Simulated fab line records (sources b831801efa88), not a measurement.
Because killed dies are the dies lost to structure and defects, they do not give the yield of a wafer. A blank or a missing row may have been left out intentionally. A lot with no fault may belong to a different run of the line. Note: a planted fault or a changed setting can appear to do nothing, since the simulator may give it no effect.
Check for tools in common + flow sky130 + Sampled: 13 lots, 39 wafers

== WHAT PROMPTED THE OPENING ==
SKY_VT_ADJUST_HVTR_OVL_MEAS_08, reading VT_ADJUST_HVTR_OVL: flagged on 4 of 13 lots. No-fault wafers: 0.0 nm, standard deviation 1.3.
Rule: a lot is flagged when every wafer of it that has a number lies more than 4 standard deviations from that mean, or none has a number. As for the other lots, they are considered sound.

| lot  | measured     | on         | VT_ADJUST_HVTR_OVL (nm), wafer by wafer | flag    |
|------|--------------|------------|-----------------------------------------|---------|
| L180 | day 9 18:32  | overlay-02 | -1.3 -0.7 -0.3                          |         |
| L183 | day 10 16:07 | overlay-01 | -0.5 1.6 0.0                            |         |
| L184 | day 10 22:22 | overlay-02 | -1.0 -1.0 -0.2                          |         |
| L186 | day 11 22:37 | overlay-02 | 0.3 0.0 1.6                             |         |
| L187 | day 12 09:23 | overlay-02 | 0.3 1.3 3.4                             |         |
| L193 | day 13 23:36 | overlay-01 | 111.1 110.9 111.4                       | FLAGGED |
| L194 | day 14 03:40 | overlay-01 | 113.4 112.1 114.0                       | FLAGGED |
| L195 | day 14 11:05 | overlay-02 | 112.1 111.9 112.9                       | FLAGGED |
| L196 | day 14 20:26 | overlay-02 | 0.7 -0.7 -0.7                           |         |
| L197 | day 14 20:42 | overlay-02 | 112.7 111.9 113.0                       | FLAGGED |
| L199 | day 15 13:24 | overlay-02 | 0.3 -0.2 -1.4                           |         |
| L201 | day 16 04:57 | overlay-02 | -1.4 0.8 -1.2                           |         |
| L202 | day 16 23:02 | overlay-02 | -1.8 -0.6 -1.2                          |         |
On average the flagged lots' numbers are 112.3 nm, which is +112.3 nm against the usual, or +86 standard deviations.

== TOOL THAT RAN EACH LOT ==
The record holds 1 process step before the reading, out of a route of 708 steps. Read each cell as the tool, then ch plus the chambers that the sampled wafers visited, then the start.
| lot  | flag    | SKY_VT_ADJUST_HVTR_EXPOSE_04        |
|------|---------|-------------------------------------|
| L180 |         | iline stepper-02 ch 0, day 9 07:26  |
| L183 |         | iline stepper-02 ch 0, day 10 04:53 |
| L184 |         | iline stepper-01 ch 0, day 10 10:29 |
| L186 |         | iline stepper-01 ch 0, day 11 10:53 |
| L187 |         | iline stepper-01 ch 0, day 11 21:31 |
| L193 | FLAGGED | iline stepper-02 ch 0, day 13 10:35 |
| L194 | FLAGGED | iline stepper-02 ch 0, day 13 14:38 |
| L195 | FLAGGED | iline stepper-02 ch 0, day 13 21:07 |
| L196 |         | iline stepper-01 ch 0, day 14 07:38 |
| L197 | FLAGGED | iline stepper-02 ch 0, day 14 08:15 |
| L199 |         | iline stepper-01 ch 0, day 14 23:25 |
| L201 |         | iline stepper-01 ch 0, day 15 15:13 |
| L202 |         | iline stepper-01 ch 0, day 16 09:10 |
What these steps do:
- SKY_VT_ADJUST_HVTR_EXPOSE_04: exposes mask HVTRM, target cd 380 nm.
- SKY_VT_ADJUST_HVTR_OVL_MEAS_08

== FLAGGED AGAINST TOTAL, ONE TOOL AT A TIME (gauges that did the reading follow at the end) ==
| step                           | tool             | lots run | flagged | share of the flagged lots | sound lots run after its first flagged lot |
|--------------------------------|------------------|----------|---------|---------------------------|--------------------------------------------|
| SKY_VT_ADJUST_HVTR_EXPOSE_04   | iline stepper-01 | 7        | 0       | none                      | -                                          |
| SKY_VT_ADJUST_HVTR_EXPOSE_04   | iline stepper-02 | 6        | 4       | all                       | 0                                          |
| SKY_VT_ADJUST_HVTR_OVL_MEAS_08 | overlay-01       | 3        | 2       | some                      | 0                                          |
| SKY_VT_ADJUST_HVTR_OVL_MEAS_08 | overlay-02       | 10       | 2       | some                      | 4 (L196,L199,L201,L202)                    |

== WHAT THE TABLE ALLOWS ==
1 row of the table ran every flagged lot: iline stepper-02 at SKY_VT_ADJUST_HVTR_EXPOSE_04.
- iline stepper-02 at SKY_VT_ADJUST_HVTR_EXPOSE_04: 4 of its 6 lots flagged. Last sound lot L183 at day 10 04:53, first flagged lot L193 at day 13 10:35; a fault beginning in between fits.
One tool is left: iline stepper-02 at SKY_VT_ADJUST_HVTR_EXPOSE_04.

== WHAT WAS PUT IN BY THE SIMULATOR ==
Scanner matching overlay: iline stepper-02, from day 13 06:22 on, at SKY_VT_ADJUST_HVTR_EXPOSE_04. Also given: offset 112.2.
Shown lots that were struck: L193, L194, L195, L197. The rule above reached the same finding.
